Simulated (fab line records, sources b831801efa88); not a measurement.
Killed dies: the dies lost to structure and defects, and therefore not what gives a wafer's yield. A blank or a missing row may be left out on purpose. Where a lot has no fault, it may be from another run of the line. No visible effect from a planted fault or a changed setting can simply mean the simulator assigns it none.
A struck lot beside a sound one | flow gf180mcu | 15 steps out of a route of 602
Sound: the wafers L265.1, L265.5, L265.6. Struck: wafers L269.3, L269.5. (L269.2 of the same lot was not struck and is left out.) The cause comes at the end.
For every step that has rows: the tool of each side, followed by ch and its chambers, followed by its first start. Under that, the readings that differ: sound wafers | struck wafers | difference of the means | sigmas: that difference in standard deviations of wafers without a fault.
alike: same words and numbers on both sides, and readings whose means sit less than 2 such deviations apart. not compared: any withheld reading, any reading some wafer has no value for, any bound like >300 that may hide the same value, and any number with overlapping values for which the record gives no deviation.
The two part at a step that has a row with sigmas, a row that says differs or no value, or rows on one side only. Numbers that don't overlap but have no deviation are shown without sigmas and don't part them. A reading that every wafer of one side lacks parts them only if that side has two wafers or more.

GF_V4_BOW_MEAS_05:
  sound on film_metro-04, day 24 08:07; struck on film_metro-01, day 25 08:28
  alike: V4_BOW
then, 8 steps without rows for these wafers: GF_V4_DEHYDRATE_06 (time 60 s); GF_V4_HMDS_07 (prime time 60 s); GF_V4_COAT_08; GF_V4_COAT_09 (resist thk 1000 nm); GF_V4_SOFTBAKE_10 (time 60 s); GF_V4_EXPOSE_11 (exposes mask Via4, target cd 260 nm); GF_V4_PEB_12 (peb time 90 s); GF_V4_DEVELOP_13 (develop time 60 s).
GF_V4_CD_MEAS_14: the cd target is 260 nm.
  sound on cd_sem-02, day 25 06:04; struck on cd_sem-01, day 26 06:46
  alike: cd_nm
GF_V4_OVL_MEAS_15:
  sound on overlay-01, day 25 06:11; struck on overlay-02, day 26 06:52
  alike: V4_OVL
GF_V4_ETCH_16: etches BARC in N2/H2.
  sound on rie_diel-02 ch 2,3, day 25 06:14; struck on rie_diel-02 ch 1, day 26 06:54
  alike: bias_w, drypump_motor_current_A, oes_product_au, rf_fwd_power_W, throttle_valve_pct
GF_V4_ETCH_17: etches SiO2 in C4F8/O2/Ar, stops on TiN, target depth 630 nm.
  sound on rie_diel-02 ch 2,3, day 25 06:00; struck on rie_diel-02 ch 1, day 26 06:00
  reading    | sound          | struck    | difference | sigmas
  bias_w (W) | 1201 1200 1202 | 1030 1032 | -170       | -45
  alike: oes_product_au, rf_fwd_power_W
GF_V4_STRIP_18: strips in O2/N2.
  sound on plasma_asher-02 ch 0,1, day 25 06:21; struck on plasma_asher-02 ch 0,1, day 26 07:02
  reading               | sound             | struck      | difference | sigmas
  oes_product_au (a.u.) | 0.593 0.587 0.592 | 0.602 0.605 | +0.013     | +3
  alike: drypump_motor_current_A, heater_power_w
  not compared: rf_hours_counter_h
-- the record jumps here: 4 days lie between the struck wafers' starts before and after (it left off in module V4 and takes up again in module PASSIVATION, whose first step shown is number 602 of the route) --
GF_PASSIVATION_PROBE_99:
  rows exist in the record for the struck wafers here (prober-02, day 30 18:14), but not for the sound ones

## WHERE THEY PART
Earliest at GF_V4_ETCH_17; latest, in this record, at GF_PASSIVATION_PROBE_99.

WHY: what had been put in by the simulator
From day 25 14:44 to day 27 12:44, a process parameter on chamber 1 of rie_diel-02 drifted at GF_V4_ETCH_17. The setting bias_w was moved by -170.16, starting from 1200. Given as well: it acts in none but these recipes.
